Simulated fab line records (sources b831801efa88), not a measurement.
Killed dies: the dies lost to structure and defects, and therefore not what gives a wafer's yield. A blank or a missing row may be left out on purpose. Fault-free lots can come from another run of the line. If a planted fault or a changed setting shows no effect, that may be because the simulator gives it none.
Comparing a struck lot with a sound one -- flow sky130 -- 43 steps out of a route of 708
Sound: the wafers L487.1, L487.4, L487.5. The struck wafers were L494.1, L494.4, L494.6. At the end, the cause is stated.
Order at every step that has rows: each side's tool, ch and its chambers, its first start. Under that, the readings that differ: sound wafers -- struck wafers -- difference of the means -- sigmas: that difference in standard deviations of wafers without a fault.
alike: readings with means less than 2 such deviations apart, plus words and numbers identical on both sides. not compared: withheld readings, readings lacking a value on some wafer, bounds such as >300 that could conceal the same value, and numbers that have no deviation in the record and whose values overlap.
Wherever a step has rows on one side only, a row that says differs or no value, or a row with sigmas, the two part there. Non-overlapping numbers with no deviation appear without sigmas and do not part them. A reading missing from all wafers of one side parts the sides only when that side holds two or more wafers.

SKY_FIELD_ISO_THK_MEAS_02:
  sound on film_metro-03 at day 3 10:13; struck on film_metro-01 at day 4 14:38
  alike: FIELD_ISO_OXIDATION_00_THK
then, 1 step without rows for these wafers: SKY_FIELD_ISO_CVD_03 (deposits Si3N4 from DCS/NH3, target thk 165 nm, time 2830 s).
SKY_FIELD_ISO_THK_MEAS_04:
  sound on film_metro-03 at day 3 12:07; struck on film_metro-01 at day 4 18:06
  alike: FIELD_ISO_CVD_03_THK
then, 8 steps without rows for these wafers: SKY_FIELD_ISO_DEHYDRATE_05 (time 60 s); SKY_FIELD_ISO_HMDS_06 (prime time 60 s); SKY_FIELD_ISO_COAT_07 (resist thk 60 nm); SKY_FIELD_ISO_COAT_08 (resist thk 450 nm); SKY_FIELD_ISO_SOFTBAKE_09 (time 90 s); SKY_FIELD_ISO_EXPOSE_10 (exposes mask FOM, target cd 150 nm); SKY_FIELD_ISO_PEB_11; SKY_FIELD_ISO_DEVELOP_12 (develop time 60 s).
SKY_FIELD_ISO_CD_MEAS_13: target cd 150 nm.
  sound on cd_sem-02 at day 4 03:16; struck on cd_sem-01 at day 5 11:34
  alike: cd_nm
SKY_FIELD_ISO_ETCH_14: etches BARC in N2/H2, stops on SiO2, time 45.9 s, target depth 60 nm.
  sound on rie_diel-02 ch 0,2,3, day 4 03:23; struck on rie_diel-03 ch 0,1, day 5 11:41
  alike: drypump_motor_current_A, n2_flow_sccm, oes_product_au, throttle_valve_pct
  not compared: rf_hours_counter_h
SKY_FIELD_ISO_ETCH_15: etches the open film in CHF3/O2, stops on Si, target depth 180 nm, time 72 s.
  sound on rie_diel-02 ch 0,2,3, day 4 03:26; struck on rie_diel-03 ch 0,1, day 5 11:44
  alike: drypump_motor_current_A, oes_product_au, throttle_valve_pct
  not compared: rf_hours_counter_h
SKY_FIELD_ISO_STRIP_16: strips in O2/N2.
  sound on plasma_asher-01 ch 0,1, day 4 03:29; struck on plasma_asher-02 ch 0,1, day 5 11:47
reading,sound,struck,difference,sigmas
o2_flow_sccm (sccm),3001 2986 3001,3008 3010 3023,+18,+2
  alike: drypump_motor_current_A, n2_flow_sccm, oes_product_au, strip_time_to_endpoint_s
  not compared: rf_hours_counter_h
SKY_FIELD_ISO_ETCH_17: etches Si in HBr/Cl2/O2, target depth 342 nm, time 97.7 s.
  sound on rie_si-02 ch 0,3, day 4 03:35; struck on rie_si-01 ch 1,3, day 5 11:53
  alike: drypump_motor_current_A, oes_product_au, throttle_valve_pct
  not compared: rf_hours_counter_h
then, 5 steps without rows for these wafers: SKY_FIELD_ISO_WET_ETCH_18 (etches Si3N4 in H3PO4, target depth 25 nm, time 286 s); SKY_FIELD_ISO_CLEAN_19 (cleans in SC1/SC2, time 150 s); SKY_FIELD_ISO_CLEAN_20 (cleans in dHF, time 20 s); SKY_FIELD_ISO_WET_ETCH_21 (etches SiO2 in dHF, target depth 20 nm, time 400 s); SKY_FIELD_ISO_OXIDATION_22 (stabilise 600 s, purge 300 s, target thk 10 nm).
SKY_FIELD_ISO_THK_MEAS_23:
  sound on film_metro-03 at day 4 05:08; struck on film_metro-01 at day 5 14:34
  alike: FIELD_ISO_OXIDATION_01_THK
then, 1 step without rows for these wafers: SKY_FIELD_ISO_CVD_24 (deposits SiO2, target thk 595 nm, time 99.2 s).
SKY_FIELD_ISO_THK_MEAS_25:
  sound on film_metro-01 at day 4 05:16; struck on film_metro-03 at day 5 14:41
  alike: FIELD_ISO_CVD_24_THK
then, 1 step without rows for these wafers: SKY_FIELD_ISO_ANNEAL_26 (time 1800 s).
SKY_FIELD_ISO_CMP_27: polishes, stops on Si3N4, t overpolish 16 s, target thk 457.8 nm.
  sound on cmp-01 ch 1,2,3, day 4 06:56; struck on cmp-02 ch 0,1,2, day 5 16:35
reading,sound,struck,difference,sigmas
time_to_endpoint_s (s),117 105 111,120 120 122,+10,+2
  alike: motor_current_A, overpolish_run_s, platen_rpm
then, 5 steps without rows for these wafers: SKY_FIELD_ISO_WET_ETCH_28 (etches SiO2 in dHF, target depth 23.7 nm, time 47 s); SKY_FIELD_ISO_WET_ETCH_29 (etches Si3N4 in H3PO4, target depth 160 nm, time 1825 s); SKY_FIELD_ISO_WET_ETCH_30 (etches SiO2 in dHF, target depth 25 nm, time 50 s); SKY_NWELL_CLEAN_00 (cleans in SC1/SC2, time 150 s); SKY_NWELL_OXIDATION_01 (stabilise 600 s, purge 300 s, target thk 10 nm).
SKY_NWELL_THK_MEAS_02:
  sound on film_metro-03 at day 4 09:08; struck on film_metro-03 at day 5 19:31
reading,sound,struck,difference,sigmas
NWELL_OXIDATION_THK (nm),10.04 10.19 10.21,9.66 9.80 9.84,-0.38,-2
then, 8 steps without rows for these wafers: SKY_DNWELL_DEHYDRATE_00 (time 60 s); SKY_DNWELL_HMDS_01 (prime time 60 s); SKY_DNWELL_COAT_02 (resist thk 3000 nm); SKY_DNWELL_SOFTBAKE_03; SKY_DNWELL_EXPOSE_04 (exposes mask DNM, target cd 3000 nm); SKY_DNWELL_PEB_05; SKY_DNWELL_DEVELOP_06 (develop time 60 s); SKY_DNWELL_IMPLANT_07.
SKY_DNWELL_STRIP_08: strips in O2/N2.
  sound on plasma_asher-03 ch 0,1, day 5 01:39; struck on plasma_asher-01 ch 0,1, day 6 14:19
  alike: drypump_motor_current_A, n2_flow_sccm, o2_flow_sccm, oes_product_au, strip_time_to_endpoint_s
  not compared: rf_hours_counter_h
SKY_DNWELL_TW_MEAS_09:
  sound on film_metro-02 at day 5 01:45; struck on film_metro-02 at day 6 14:25
  alike: DNWELL_TW
-- the record jumps here: 43 days lie between the struck wafers' starts before and after (it left off in module DNWELL and takes up again in module PAD_OPEN, whose first step shown is number 708 of the route) --
SKY_PAD_OPEN_PROBE_99:
  sound on prober-02 at day 48 00:04; struck on prober-01 at day 49 10:32
reading,sound,struck,difference,sigmas
hold,- - -,await_dispo/2.0h/release await_dispo/2.0h/release await_dispo/2.0h/release,no value on the sound wafers,
killed_at_front_end,13 9 9,83 66 61,+60,+12
killed_dies,92 68 75,161 129 132,+62,+7
  alike: killed_at_M0_to_M3, killed_at_M4_up, killed_at_contacts, killed_at_other, killed_open, killed_short

WHERE THEY PART
At SKY_FIELD_ISO_STRIP_16 first; at SKY_PAD_OPEN_PROBE_99 last (within this record only).

WHY: whatever the simulator had introduced
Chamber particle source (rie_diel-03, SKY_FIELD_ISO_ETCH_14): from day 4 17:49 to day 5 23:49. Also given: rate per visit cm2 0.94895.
